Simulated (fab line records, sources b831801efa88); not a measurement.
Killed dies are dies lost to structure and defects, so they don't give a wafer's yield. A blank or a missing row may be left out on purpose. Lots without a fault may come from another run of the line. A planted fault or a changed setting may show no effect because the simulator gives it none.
Chamber matching | flow sky130 | SKY_LI_CONTACT_CMP_24 on cmp-02: 4 sister chambers
The step polishes, stops on PSG, t overpolish 20 s, target thk 0 nm. 4 wafers are shown with their chamber, then 9 later ones without.

WAFERS WITH THEIR CHAMBER
wafer  | chamber | motor_current_A (A)
L088.1 | 1       | 10.9
L088.2 | 2       | 12.9
L091.5 | 0       | 11.5
L091.6 | 3       | 12.6

WAFERS WITHOUT THEIR CHAMBER
wafer  | motor_current_A (A)
L092.2 | 10.3
L092.5 | 10.5
L092.6 | 12.2
L095.1 | 12.8
L095.5 | 10.5
L095.6 | 11.3
L097.3 | 12.6
L097.4 | 12.1
L097.5 | 13.2

WHICH CHAMBER EACH WENT THROUGH
wafer  | from the rows above               | in truth
L092.2 | can't be placed: 1 or 0           | 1
L092.5 | can't be placed: 1 or 0           | 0
L092.6 | can't be placed: 3 or 0 or 2      | 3
L095.1 | can't be placed: 2 or 3           | 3
L095.5 | can't be placed: 1 or 0           | 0
L095.6 | can't be placed: 0 or 1           | 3
L097.3 | can't be placed: 3 or 2           | 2
L097.4 | can't be placed: 3 or 0 or 2 or 1 | 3
L097.5 | can't be placed: 2 or 3           | 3
Placed correctly: 0 of 9. Can't be placed from these rows: 9 (the true chamber is among the candidates in 8). Placed wrongly: 0.
How it was worked out, from the rows above alone: a wafer's distance from a chamber is the root of the sum, over the readings, of the square of ((its reading less the chamber's mean) divided by the reading's scatter). The wafer belongs to the nearest chamber; if the next one is less than 2 further off, it can't be placed. A chamber's mean is the mean of its shown wafers. The scatter: with one shown wafer a chamber, the root of the mean of the squares of how far each hidden wafer lies from its nearest shown one.
